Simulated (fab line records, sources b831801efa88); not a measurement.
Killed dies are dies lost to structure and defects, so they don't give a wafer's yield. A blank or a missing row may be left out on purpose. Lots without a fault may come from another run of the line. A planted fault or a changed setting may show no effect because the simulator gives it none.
fab line records | flow sky130
record lots=6 wafers=18 last_day=50
route steps=708 shown SONOS_ONO@186 GATE_OXIDE@187 PAD_OPEN@708
lots that met no fault: from a run of the same line without faults
start_h: hours from the record's first day to the start of the lot's first wafer shown | wait_h: hours since the lot's step before | " the same as in the row above | L1.1+2: a row that stands for several wafers | - no value, or no start given | * or withheld: withheld | < > ~ a bound
route shown NAME@n: a module of which the file shows steps, and the number in the route of the first | usual: mean/standard deviation of fault-free wafers | same: alike in all rows | chamber/n: place in a boat | sites: the reading at each site | _std_site: their standard deviation | _edge_site: outer sites' mean less inner sites' | radius_mm: how far each site lies from the wafer's centre | mask NAME#n: copy n | behind: the tool/chamber that last shaped the wafer | hold: why the lot was held/for how many hours/how that ended | device: the transistor (n, p or np) that didn't switch | end of line: the same wafers' tests at the end of the route | a step without rows: its recipe alone | killed: dies lost to structure and defects at the first sort, not the wafer's yield | map: a wafer's dies, x killed, . not, _ none there
set.NAME: the setting as run; set.NAME@STEP: as run at that earlier step | model.NAME: the simulator's own value behind a step, which no gauge read
lots at some steps of the route; a table a step, a row a wafer
services: from which hour (start_h, from the record's first day; less than 0 if before it) a tool's chamber was out of use, for how many hours, and why
## steps
# step SKY_SONOS_ONO_WET_ETCH_18
# recipe chemistry=H3PO4 target_depth_nm=15 target=Si3N4 temp_c=160 time_s=172
# step SKY_GATE_OXIDE_CLEAN_00
# recipe chemistry=SC1/SC2 mix=1:4:20 temp_c=70 time_s=150 dry=n2_spin
# step SKY_GATE_OXIDE_OXIDATION_01
# recipe temp_c=900 ambient=O2 stabilise_s=600 purge_s=300 target_thk_a=102.68 ox_time_s=1473
# step SKY_GATE_OXIDE_THK_MEAS_02
# recipe reads=SiO2_of_GATE_OXIDE_OXIDATION_01
# usual GATE_OXIDE_OXIDATION_00_THK=10.20/0.17
# columns lot.wafer tool chamber start_h wait_h GATE_OXIDE_OXIDATION_00_THK[nm]
L321.1 film_metro-04 - 375.41 0.0 10.39
L321.2 " - " " 10.22
L321.3 " - " " 10.31
L322.1 film_metro-04 - 385.18 0.0 10.21
L322.3 " - " " 10.18
L322.4 " - " " 10.33
L324.2 film_metro-02 - 386.58 0.0 10.04
L324.5 " - " " 10.22
L324.6 " - " " 10.27
L328.2 film_metro-01 - 425.30 0.0 10.27
L328.5 " - " " 9.90
L328.6 " - " " 9.96
L333.3 film_metro-02 - 454.71 0.0 10.00
L333.4 " - " " 10.13
L333.6 " - " " 10.29
L334.2 film_metro-02 - 464.75 0.0 10.05
L334.5 " - " " 10.06
L334.6 " - " " 10.14
# step SKY_GATE_OXIDE_DEHYDRATE_03
# recipe temp_c=200 time_s=60
# step SKY_GATE_OXIDE_HMDS_04
# recipe prime_time_s=60 prime_temp_c=120
# step SKY_GATE_OXIDE_COAT_05
# recipe resist=NOVOLAK spin_rpm=3000 resist_thk_nm=1140
# step SKY_GATE_OXIDE_SOFTBAKE_06
# recipe temp_c=90 time_s=60 resist=NOVOLAK
# step SKY_GATE_OXIDE_EXPOSE_07
# recipe mask_id=LVOM na=0.6 source_shape=conventional sigma_outer=0.6 polarization=unpolarized target_cd_nm=600 dose_mj=170
# step SKY_GATE_OXIDE_PEB_08
# recipe temp_c=withheld time_s=* resist=NOVOLAK
# step SKY_GATE_OXIDE_DEVELOP_09
# recipe resist=NOVOLAK developer=TMAH develop_time_s=60 dev_temp_c=23
# step SKY_GATE_OXIDE_OVL_MEAS_10
# usual GATE_OXIDE_OVL=0.5/1.2
# columns lot.wafer tool chamber start_h wait_h GATE_OXIDE_OVL[nm]
L321.1 overlay-02 - 404.01 0.1 2.5
L321.2 " - " " 3.1
L321.3 " - " " 2.4
L322.1 overlay-02 - 414.47 0.1 1.7
L322.3 " - " " 1.7
L322.4 " - " " 1.9
L324.2 overlay-01 - 415.47 0.1 1.6
L324.5 " - " " 0.7
L324.6 " - " " 1.4
L328.2 overlay-02 - 456.40 0.1 0.5
L328.5 " - " " 0.4
L328.6 " - " " 0.1
L333.3 overlay-01 - 485.66 0.1 0.9
L333.4 " - " " -1.1
L333.6 " - " " 0.1
L334.2 overlay-02 - 494.55 0.1 0.6
L334.5 " - " " 1.3
L334.6 " - " " 0.9
# step SKY_GATE_OXIDE_IMPLANT_11
# recipe species=B energy_kev=10 dose_cm2=2.6e+12 tilt_deg=withheld
# usual beam_energy_keV=10.000/0.0031 dose_ions_cm2=2.6004e+12/2.9e+09 end_station_pressure_torr=5e-06/3.1e-07 faraday_current_uA=14.7/0.3
# columns lot.wafer tool chamber start_h wait_h beam_energy_keV dose_ions_cm2 end_station_pressure_torr faraday_current_uA
L321.1 implanter-01 0 404.04 0.0 10.005 1.4599e+12 5.3e-06 8.3
L321.2 " 0 " " 10.000 1.4564e+12 5.1e-06 8.1
L321.3 " 0 " " 9.996 1.4536e+12 5.1e-06 8.5
L322.1 implanter-01 0 414.50 0.0 9.999 1.4545e+12 5.1e-06 8.3
L322.3 " 0 " " 9.997 1.4568e+12 4.8e-06 8.1
L322.4 " 0 " " 9.999 1.4556e+12 5e-06 8.5
L324.2 implanter-02 0 415.53 0.0 10.006 2.598e+12 4.6e-06 14.7
L324.5 " 0 " " 9.996 2.6018e+12 4.6e-06 15.2
L324.6 " 0 " " 9.999 2.5965e+12 4.7e-06 14.8
L328.2 implanter-02 0 456.46 0.0 10.001 2.6004e+12 5.2e-06 15.1
L328.5 " 0 " " 9.997 2.6e+12 4.8e-06 14.9
L328.6 " 0 " " 10.001 2.6003e+12 4.7e-06 14.9
L333.3 implanter-01 0 485.73 0.1 10.002 2.5982e+12 5.3e-06 14.6
L333.4 " 0 " " 10.003 2.5978e+12 4.4e-06 14.7
L333.6 " 0 " " 10.002 2.5977e+12 5.6e-06 14.4
L334.2 implanter-01 0 494.61 0.0 10.001 2.6021e+12 5.3e-06 14.2
L334.5 " 0 " " 9.997 2.6044e+12 5.3e-06 14.3
L334.6 " 0 " " 9.999 2.6039e+12 5.2e-06 15.0
# step SKY_GATE_OXIDE_WET_ETCH_12
# recipe chemistry=dHF target_depth_nm=16.8 dry=n2_spin target=SiO2 dilution=100:1 temp_c=25 time_s=336
# step SKY_GATE_OXIDE_STRIP_13
# recipe chemistry=O2/N2 power_w=1400 pressure_mtorr=1500 platen_temp_c=withheld o2_flow_sccm=3000 n2_flow_sccm=300 overash_fraction=0.5
# usual drypump_motor_current_A=5.5/0.42 oes_product_au=0.716/0.0039 strip_time_to_endpoint_s=14.20/0.035
# columns lot.wafer tool chamber start_h wait_h drypump_motor_current_A oes_product_au rf_hours_counter_h strip_time_to_endpoint_s
L321.1 plasma_asher-01 1 404.30 0.0 5.7 0.712 26 14.23
L321.2 " 0 " " 5.4 0.718 26 14.25
L321.3 " 0 " " 5.4 0.712 - 14.23
L322.1 plasma_asher-03 1 414.75 0.0 5.4 0.715 59 14.25
L322.3 " 0 " " 5.1 0.714 - 14.20
L322.4 " 1 " " 5.4 0.715 - 14.24
L324.2 plasma_asher-01 1 415.75 0.0 5.7 0.722 28 14.20
L324.5 " 1 " " 5.7 0.713 - 14.20
L324.6 " 0 " " 5.4 0.714 - 14.18
L328.2 plasma_asher-01 0 456.70 0.0 5.4 0.713 32 14.24
L328.5 " 1 " " 5.7 0.717 - 14.21
L328.6 " 0 " " 5.4 0.719 - 14.19
L333.3 plasma_asher-04 0 485.98 0.0 6.2 0.712 - 14.16
L333.4 " 1 " " 5.0 0.724 - 14.23
L333.6 " 0 " " 6.3 0.716 - 14.20
L334.2 plasma_asher-04 1 494.84 0.0 5.0 0.721 83 14.22
L334.5 " 0 " " 6.3 0.716 - 14.20
L334.6 " 1 " " 5.0 0.714 - 14.22
# step SKY_GATE_OXIDE_TW_MEAS_14
# usual GATE_OXIDE_TW=223.7/1.7
# columns lot.wafer tool chamber start_h wait_h GATE_OXIDE_TW
L321.1 film_metro-01 - 404.40 0.1 190.8
L321.2 " - " " 192.0
L321.3 " - " " 190.9
L322.1 film_metro-01 - 414.85 0.1 191.7
L322.3 " - " " 192.1
L322.4 " - " " 190.9
L324.2 film_metro-04 - 415.86 0.1 223.7
L324.5 " - " " 223.3
L324.6 " - " " 224.8
L328.2 film_metro-02 - 456.81 0.1 221.5
L328.5 " - " " 222.4
L328.6 " - " " 221.1
L333.3 film_metro-01 - 486.06 0.1 224.4
L333.4 " - " " 224.6
L333.6 " - " " 225.1
L334.2 film_metro-04 - 494.95 0.1 224.1
L334.5 " - " " 225.0
L334.6 " - " " 224.1
# step SKY_GATE_OXIDE_CLEAN_15
# recipe chemistry=SC1/SC2 mix=1:4:20 temp_c=70 time_s=150 dry=n2_spin
# step SKY_PAD_OPEN_PROBE_99
# usual killed_at_M0_to_M3=44/6.4 killed_at_M4_up=3.6/2.1 killed_at_contacts=23/5.1 killed_at_front_end=15/4.3 killed_at_other=0.3/0.56 killed_dies=86/9 killed_on_rim=17/3.3 killed_open=47/6.4 killed_short=39/5.8
# same gross_dies=492 killed_at_back_side=0
# columns lot.wafer tool chamber start_h wait_h killed_at_M0_to_M3 killed_at_M4_up killed_at_contacts killed_at_front_end killed_at_other killed_dies killed_on_rim killed_open killed_short model.etest.tip_p.rs_ohm_sq model.etest.pfet_01v8.r_on_ohm_um model.etest.nfet_01v8_lvt.drive_ua_um model.etest.nfet_01v8.drive_ua_um model.etest.nfet_01v8_turned.drive_ua_um model.etest.nfet_01v8_swapped.drive_ua_um model.etest.sram_nfet_pass.drive_ua_um model.etest.nfet_01v8.r_on_ohm_um
L321.1 prober-01 - 1135.19 0.1 47 3 23 9 1 83 18 43 40 7216 3220 650.6 570.3 568.4 570.7 551.9 767.4
L321.2 prober-01 - 1135.24 0.1 41 4 20 13 0 78 17 45 33 7125 3170 653.2 570.5 570.4 572.6 549.4 773.5
L321.3 prober-01 - 1135.29 0.2 50 6 24 11 0 91 15 47 44 7220 3247 646.3 563.1 562.3 566.9 535.5 789
L322.1 prober-02 - 1137.23 0.1 46 6 25 6 0 83 14 42 41 7701 3351 634.3 556.6 562 559.9 539 782.1
L322.3 prober-02 - 1137.33 0.2 54 1 23 11 0 89 15 50 39 7686 3366 650.9 571.9 569.1 570.2 559.1 779.6
L322.4 prober-02 - 1137.38 0.2 43 5 24 12 0 84 19 46 38 7615 3475 637.3 556.9 558.2 556.4 544.1 783.4
L324.2 prober-02 - 1140.88 0.1 41 3 20 10 0 74 12 37 37 6818 2896 555.6 486.6 492 490.6 458.4 851.9
L324.5 prober-02 - 1141.03 0.2 39 2 37 12 1 91 13 54 37 6796 2937 574.3 498.8 499.8 501.1 506.7 840.3
L324.6 prober-02 - 1141.08 0.2 34 11 26 15 0 86 18 44 42 6864 2915 577.6 499.8 501.2 502 473.4 837.5
L328.2 prober-01 - 1168.45 0.1 44 3 25 21 1 94 20 47 47 6937 2864 570 498.9 496.1 500.1 483.2 833.1
L328.5 prober-01 - 1168.60 0.2 51 1 24 16 0 92 15 44 48 6893 2853 560.2 491.3 495 495.7 486.8 853.4
L328.6 prober-01 - 1168.65 0.2 45 9 23 14 0 91 18 48 42 6931 2891 563 495.1 494.1 488.6 483.1 855.9
L333.3 prober-02 - 1187.25 0.2 49 3 22 17 0 91 22 45 46 6926 2920 585.4 515.3 510 513.2 508.8 820.8
L333.4 prober-02 - 1187.30 0.2 41 6 27 15 0 89 20 39 50 6895 2944 579.7 504.8 505.7 503.8 482.5 837.2
L333.6 prober-02 - 1187.40 0.2 51 3 26 17 0 97 21 59 37 7040 2935 582.5 506.5 510.4 512.9 491.1 833.3
L334.2 prober-01 - 1194.57 0.1 45 7 23 15 0 90 22 44 46 6774 2868 566.4 492.1 493.2 495.4 482.3 833.4
L334.5 prober-01 - 1194.72 0.2 52 4 18 13 0 87 18 53 34 6814 2849 570.7 500.1 501.4 503.5 497.5 824.1
L334.6 prober-01 - 1194.77 0.2 40 7 28 8 1 84 15 50 34 6787 2890 551.9 486.6 487.5 481.9 462 855.8
# killed by level:class
L321.1 VIA3:geometric_particle:open=9 LI_CONTACT:geometric_particle:open=8 METAL2:geometric_particle:short=8 VIA1:geometric_particle:open=7 CONTACT:geometric_particle:open=6 LI_CONTACT:geometric_particle:short=6 VIA2:geometric_particle:short=6 FIELD_ISO:geometric_particle:open=5
L321.2 VIA1:geometric_particle:open=8 LI_CONTACT:geometric_particle:open=8 VIA2:geometric_particle:open=6 VIA2:geometric_particle:short=5 VIA3:geometric_particle:open=5 LOCAL_INTERCONNECT:geometric_particle:short=5 FIELD_ISO:geometric_particle:open=4 CONTACT:geometric_particle:open=4
L321.3 LI_CONTACT:geometric_particle:open=10 VIA2:geometric_particle:short=7 CONTACT:geometric_particle:open=7 METAL3:geometric_particle:short=7 FIELD_ISO:geometric_particle:open=6 VIA1:geometric_particle:open=6 VIA2:geometric_particle:open=6 VIA3:geometric_particle:open=6
L322.1 VIA1:geometric_particle:short=9 VIA1:geometric_particle:open=7 LI_CONTACT:geometric_particle:open=6 CONTACT:geometric_particle:open=6 CONTACT:geometric_particle:short=6 VIA3:geometric_particle:short=6 VIA2:geometric_particle:open=6 VIA3:geometric_particle:open=6
L322.3 VIA1:geometric_particle:open=14 CONTACT:geometric_particle:open=9 VIA3:geometric_particle:open=9 CONTACT:geometric_particle:short=7 VIA2:geometric_particle:open=7 METAL1:geometric_particle:short=6 VIA1:geometric_particle:short=5 FIELD_ISO:geometric_particle:short=4
L322.4 VIA1:geometric_particle:open=12 CONTACT:geometric_particle:open=11 LOCAL_INTERCONNECT:geometric_particle:short=6 METAL4:geometric_particle:short=5 VIA1:geometric_particle:short=5 METAL2:geometric_particle:short=5 VIA3:geometric_particle:open=4 VIA2:geometric_particle:short=4
L324.2 CONTACT:geometric_particle:open=10 METAL1:geometric_particle:short=8 VIA1:geometric_particle:open=6 VIA3:geometric_particle:open=6 VIA2:geometric_particle:open=5 POLY_GATE:geometric_particle:open=4 LI_CONTACT:geometric_particle:open=4 METAL3:geometric_particle:short=4
L324.5 CONTACT:geometric_particle:open=15 LI_CONTACT:geometric_particle:open=11 VIA1:geometric_particle:open=8 CONTACT:geometric_particle:short=7 METAL2:geometric_particle:short=6 VIA2:geometric_particle:open=5 METAL3:geometric_particle:short=5 POLY_GATE:geometric_particle:short=4
L324.6 LI_CONTACT:geometric_particle:open=11 VIA1:geometric_particle:open=9 METAL4:geometric_particle:short=9 POLY_GATE:geometric_particle:open=6 METAL2:geometric_particle:short=6 CONTACT:geometric_particle:short=5 VIA2:geometric_particle:open=5 VIA3:geometric_particle:open=4
L328.2 VIA1:geometric_particle:open=12 CONTACT:geometric_particle:open=8 FIELD_ISO:geometric_particle:short=6 LI_CONTACT:geometric_particle:open=6 LOCAL_INTERCONNECT:geometric_particle:short=6 METAL2:geometric_particle:short=6 VIA2:geometric_particle:open=6 POLY_GATE:geometric_particle:short=5
L328.5 VIA1:geometric_particle:open=12 CONTACT:geometric_particle:open=11 VIA1:geometric_particle:short=7 VIA3:geometric_particle:open=7 FIELD_ISO:geometric_particle:short=6 METAL2:geometric_particle:short=6 CONTACT:geometric_particle:short=5 VIA2:geometric_particle:open=5
L328.6 CONTACT:geometric_particle:open=10 VIA3:geometric_particle:open=9 METAL2:geometric_particle:short=8 METAL4:geometric_particle:short=7 FIELD_ISO:geometric_particle:open=6 VIA2:geometric_particle:open=5 LI_CONTACT:geometric_particle:open=4 CONTACT:geometric_particle:short=4
L333.3 VIA3:geometric_particle:open=11 CONTACT:geometric_particle:open=8 VIA1:geometric_particle:open=7 CONTACT:geometric_particle:short=7 POLY_GATE:geometric_particle:open=6 VIA3:geometric_particle:short=6 METAL1:geometric_particle:short=5 VIA2:geometric_particle:open=5
L333.4 VIA1:geometric_particle:open=8 CONTACT:geometric_particle:open=8 FIELD_ISO:geometric_particle:short=7 LI_CONTACT:geometric_particle:open=7 VIA3:geometric_particle:short=7 METAL1:geometric_particle:short=6 VIA3:geometric_particle:open=6 METAL4:geometric_particle:short=6
L333.6 CONTACT:geometric_particle:open=13 VIA1:geometric_particle:open=11 METAL1:geometric_particle:short=9 VIA3:geometric_particle:open=9 FIELD_ISO:geometric_particle:open=6 METAL2:geometric_particle:short=6 VIA2:geometric_particle:open=6 POLY_GATE:geometric_particle:open=4
L334.2 LI_CONTACT:geometric_particle:open=9 FIELD_ISO:geometric_particle:open=7 METAL1:geometric_particle:short=7 VIA1:geometric_particle:short=7 METAL2:geometric_particle:short=6 VIA3:geometric_particle:open=6 VIA1:geometric_particle:open=5 VIA2:geometric_particle:open=5
L334.5 VIA1:geometric_particle:open=18 VIA2:geometric_particle:open=9 CONTACT:geometric_particle:open=8 FIELD_ISO:geometric_particle:open=6 VIA3:geometric_particle:short=6 VIA3:geometric_particle:open=5 CONTACT:geometric_particle:short=4 METAL1:geometric_particle:short=4
L334.6 VIA1:geometric_particle:open=10 CONTACT:geometric_particle:open=9 VIA2:geometric_particle:open=9 METAL1:geometric_particle:short=8 CONTACT:geometric_particle:short=7 LI_CONTACT:geometric_particle:open=6 VIA3:geometric_particle:open=6 METAL4:geometric_particle:short=4
## services
# columns tool chamber start_h hours kind
implanter-01 - 451.53 1.7 pm
plasma_asher-03 - 487.27 28.1 pm
## key
first_sign step=SKY_GATE_OXIDE_IMPLANT_11 reading=dose_ions_cm2 direction=down sigmas=99+ usual=* struck=*
effect step=SKY_GATE_OXIDE_IMPLANT_11 reading=faraday_current_uA direction=down sigmas=21 usual=14.7 struck=8.3
effect step=SKY_GATE_OXIDE_TW_MEAS_14 reading=GATE_OXIDE_TW direction=down sigmas=19 usual=223.7 struck=191.4
model_effect step=SKY_PAD_OPEN_PROBE_99 value=etest.tip_p.rs_ohm_sq without=6866 struck=7427
met_at SKY_GATE_OXIDE_IMPLANT_11
struck_wafers L321.1,L321.2,L321.3,L322.1,L322.3,L322.4
tester_left_out L321,L322
fault kind=process_parameter_drift tool=implanter-01 chamber=- onset_h=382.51 steps=SKY_GATE_OXIDE_IMPLANT_11 channel=dose_cm2 offset=* shape=step end_h=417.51 acts_in=* stated=*
# tester_left_out: of these lots the tester's yield and bins aren't shown, on N5 and GAA mostly nor the transistor test; their killed dies are dies lost to structure and defects alone, not to doping, threshold or leakage, so they don't give the yield
